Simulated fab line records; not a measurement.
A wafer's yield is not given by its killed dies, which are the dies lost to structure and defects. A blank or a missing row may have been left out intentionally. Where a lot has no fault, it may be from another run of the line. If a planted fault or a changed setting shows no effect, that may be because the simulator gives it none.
Matching of chambers | flow gf180mcu | GF_CONTACT_CMP_04 on cmp-02 has 4 sister chambers
The step polishes SiO2. 7 wafers are shown with their chamber, then 7 later ones without.

WAFERS PAIRED WITH THEIR CHAMBERS
wafer  | chamber | motor_current_A (A) | time_to_endpoint_s (s)
L381.5 | 1       | 13.1                | 114
L381.6 | 2       | 13.8                | 118
L382.1 | 0       | 9.5                 | 109
L382.2 | 3       | 10.2                | 105
L382.3 | 2       | 13.2                | 125
L388.1 | 1       | 13.9                | 109
L388.2 | 0       | 9.3                 | 110

WAFERS WHOSE CHAMBER IS MISSING
wafer  | motor_current_A (A) | time_to_endpoint_s (s)
L388.5 | 13.9                | 108
L389.2 | 9.4                 | 119
L389.5 | 13.6                | 119
L389.6 | 9.8                 | 112
L390.1 | 11.5                | 106
L390.3 | 13.4                | 120
L390.6 | 13.9                | 125

EACH ONE'S CHAMBER
wafer  | from the rows above     | in truth
L388.5 | 1                       | 1
L389.2 | can't be placed: 0 or 3 | 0
L389.5 | can't be placed: 2 or 1 | 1
L389.6 | can't be placed: 0 or 3 | 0
L390.1 | can't be placed: 3 or 1 | 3
L390.3 | can't be placed: 2 or 1 | 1
L390.6 | 2                       | 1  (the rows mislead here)
Placed correctly: 1 of 7. Not placeable from these rows: 5 (in 5, the candidates include the true chamber). Number placed wrongly: 1.
How it was worked out, from the rows above alone: a wafer's distance from a chamber is the root of the sum, over the readings, of the square of ((its reading less the chamber's mean) divided by the reading's scatter). The wafer belongs to the nearest chamber; if the next one is less than 2 further off, it can't be placed. The mean given for a chamber averages the wafers shown for that chamber. The scatter is the square root of a quotient: the sum, over the shown wafers, of each reading's squared deviation from its chamber's mean, divided by wafers minus chambers.
